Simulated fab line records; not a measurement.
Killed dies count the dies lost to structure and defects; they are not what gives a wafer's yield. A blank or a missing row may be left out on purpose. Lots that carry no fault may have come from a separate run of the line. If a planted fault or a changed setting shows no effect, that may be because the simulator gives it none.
A struck lot beside a sound one / flow sky130 / 17 out of 708 route steps
Sound: the wafers L558.1, L558.3, L558.6. Wafers struck: L554.2, L554.5, L554.6. The cause comes at the end.
Per side, at each step with rows, come the tool, then ch with its chambers, and then its first start. Under that, the readings that differ: sound wafers / struck wafers / difference of the means / sigmas: that difference in standard deviations of wafers without a fault.
alike: same words and numbers on both sides, and readings whose means sit less than 2 such deviations apart. not compared: any withheld reading, any reading some wafer has no value for, any bound like >300 that may hide the same value, and any number with overlapping values for which the record gives no deviation.
A row with sigmas, a row that says differs or no value, or rows on one side alone: a step with any of these is where the two part. Numbers that have no deviation but don't overlap get no sigmas and don't part them. A reading missing from all wafers of one side parts the sides only when that side holds two or more wafers.

SKY_METAL2_THK_MEAS_06: measures by xrf.
  sound on film_metro-03 at day 39 03:42; struck on film_metro-04 at day 37 19:10
  alike: METAL2_ALCU_THK
then, 8 steps without rows for these wafers: SKY_METAL2_DEHYDRATE_07 (time 60 s); SKY_METAL2_HMDS_08 (prime time 60 s); SKY_METAL2_COAT_09 (resist thk 60 nm); SKY_METAL2_COAT_10 (resist thk 450 nm); SKY_METAL2_SOFTBAKE_11 (time 90 s); SKY_METAL2_EXPOSE_12 (exposes mask MM2, target cd 140 nm); SKY_METAL2_PEB_13; SKY_METAL2_DEVELOP_14 (develop time 60 s).
SKY_METAL2_CD_MEAS_15: the cd target is 140 nm.
  sound on cd_sem-01 at day 40 04:25; struck on cd_sem-01 at day 38 19:38
  alike: cd_nm
SKY_METAL2_OVL_MEAS_16:
  sound on overlay-01 at day 40 04:32; struck on overlay-02 at day 38 19:45
  alike: METAL2_OVL
SKY_METAL2_DESCUM_17: chemistry O2, time 8 s.
  sound on rie_metal-04 ch 0,1, day 40 04:35; struck on rie_metal-03 ch 0,1, day 38 19:47
reading=oes_product_au (a.u.); sound=1.024 1.036 1.043; struck=0.984 0.978 0.994; difference=-0.049; sigmas=-3
  alike: drypump_motor_current_A, he_backside_leak_sccm
  not compared: rf_hours_counter_h
SKY_METAL2_ETCH_18: etches BARC in N2/H2, stops on SiO2, time 45.9 s, target depth 60 nm.
  sound on rie_metal-04 ch 0,1, day 40 04:37; struck on rie_metal-03 ch 0,1, day 38 19:49
  no value came back on the struck wafers for any of 6 readings (bias_w (W), chamber_pressure_mTorr (mTorr) and others); on the sound wafers bias_w (W) reads 99.7 99.6 99.6
reading=model.KrF-thick_of_METAL2_COAT_10.thk_nm (nm); sound=390.8 391.2 389.9; struck=436.4 436.2 434.9; difference=+45.2; sigmas=
  not compared: rf_hours_counter_h
SKY_METAL2_METAL_ETCH_19: etches the open film in Cl2/BCl3, stops on SiO2, target depth 360 nm, time 78 s.
  sound on rie_metal-04 ch 0,1, day 40 04:40; struck on rie_metal-03 ch 0,1, day 38 19:52
reading=oes_product_au (a.u.); sound=0.843 0.851 0.848; struck=0.384 0.386 0.375; difference=-0.466; sigmas=-56
reading=model.KrF-thick_of_METAL2_COAT_10.thk_nm (nm); sound=150.7 146.8 142.9; struck=205.3 207.6 204.9; difference=+59.1; sigmas=
  alike: bcl3_flow_sccm, bias_w, drypump_motor_current_A, he_backside_leak_sccm, throttle_valve_pct
  not compared: rf_hours_counter_h
SKY_METAL2_STRIP_20: strips in O2/N2.
  sound on plasma_asher-03 ch 0,1, day 40 04:46; struck on plasma_asher-04 ch 0,1, day 38 19:58
reading=oes_product_au (a.u.); sound=0.339 0.346 0.328; struck=0.363 0.366 0.360; difference=+0.025; sigmas=+4
reading=strip_time_to_endpoint_s (s); sound=2.61 2.58 2.53; struck=3.19 3.23 3.20; difference=+0.63; sigmas=+8
  alike: drypump_motor_current_A
  not compared: rf_hours_counter_h
then, 1 step without rows for these wafers: SKY_METAL2_STRIP_21 (strips in post etch residue remover, time 1200 s).
-- the record jumps here: 10 days lie between the struck wafers' starts before and after (it left off in module METAL2 and takes up again in module PAD_OPEN, whose first step shown is number 708 of the route) --
SKY_PAD_OPEN_PROBE_99:
  the record has rows for the struck wafers here (prober-02, day 48 13:53) and none for the sound ones

WHERE THEY PART
At SKY_METAL2_DESCUM_17 first; at SKY_PAD_OPEN_PROBE_99 last (within this record only).

WHY: what the simulator had put in
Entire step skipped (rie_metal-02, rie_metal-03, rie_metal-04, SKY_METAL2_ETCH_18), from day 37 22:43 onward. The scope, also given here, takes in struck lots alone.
